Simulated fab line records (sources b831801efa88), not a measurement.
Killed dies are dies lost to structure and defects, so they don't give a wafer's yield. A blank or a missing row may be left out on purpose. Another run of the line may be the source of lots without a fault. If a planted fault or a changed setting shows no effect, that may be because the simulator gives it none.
One fault through the eyes of 2 desks	flow sky130	each desk has only its own numbers; what lay behind them comes last

== THE METROLOGY DESK ==
What the gauges read, lot by lot, whatever tool the lot ran on: means of the sampled wafers that have a number. Any lot whose mean is over 4 standard deviations away from the usual mean is out of limits and marked OUT; that distance is given in the brackets.
Columns: A = cdNm at SKY_VIA3_CD_MEAS_12, usual 200.3 nm
lot	first seen here	A
L926	day 39 14:38	201.9
L927	day 39 20:16	198.6
L928	day 40 07:47	200.3
L931	day 41 00:35	198.5
L934	day 42 00:41	201.5
L936	day 42 11:44	199.3
L937	day 42 21:22	199.0
L940	day 43 14:12	201.2
L942	day 44 05:44	202.1
L945	day 45 01:41	200.8
L948	day 45 11:01	198.8
L949	day 45 14:35	200.4
This desk's finding: nothing out of limits on any of the 12 lots.

== DESK OF THE TOOL OWNER: rieMetal-04 ==
The tool's own readings at SKY_METAL3_ETCH_16 (etches BARC in N2/H2, stops on SiO2, time 88.2 s, target depth 60 nm): means of the sampled wafers that have a number, for each lot that ran on this tool. Any lot whose mean is over 4 standard deviations away from the usual mean is out of limits and marked OUT; that distance is given in the brackets.
Columns: A = drypumpMotorCurrentA at SKY_METAL3_ETCH_16, usual 6.0 A; B = h2FlowSccm at SKY_METAL3_ETCH_16, usual 199.9 sccm; C = oesProductAu at SKY_METAL3_ETCH_16, usual 0.625 a.u.; D = rfFwdPowerW at SKY_METAL3_ETCH_16, usual 496.8 W; E = throttleValvePct at SKY_METAL3_ETCH_16, usual 13.204 %
lot	first seen here	A	B	C	D	E
L928	day 39 05:24	6.3	200.2	0.623	496.4	13.203
L936	day 41 10:53	6.5	200.5	0.624	574.1 (+43) OUT	13.201
L937	day 41 20:47	6.2	199.5	0.622	577.8 (+45) OUT	13.202
L948	day 44 12:11	6.2	200.0	0.624	496.8	13.207
L949	day 44 16:16	6.2	200.4	0.630	497.3	13.206
This desk's verdict: out of limits on L936, L937, starting with L936 at day 41 10:53 (rfFwdPowerW at SKY_METAL3_ETCH_16). Within limits: L928, L948, L949.

== ALL TOGETHER ==
The tool owner's desk could have raised an alarm at day 41 10:53, on L936, L937.
From the metrology desk's view, nothing was out of limits.
The metrology desk holds a record of L936, L937, inside its limits.
Every lot named ran SKY_METAL3_ETCH_16 on rieMetal-04.

== WHAT WAS PUT IN BY THE SIMULATOR ==
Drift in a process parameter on rieMetal-04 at SKY_METAL3_ETCH_16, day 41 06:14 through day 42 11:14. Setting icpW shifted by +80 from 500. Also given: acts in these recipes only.
Lots struck among those shown: L936, L937.
Delay in hours, fault start to first out-of-limits reading, by desk: the tool owner's desk at 5.
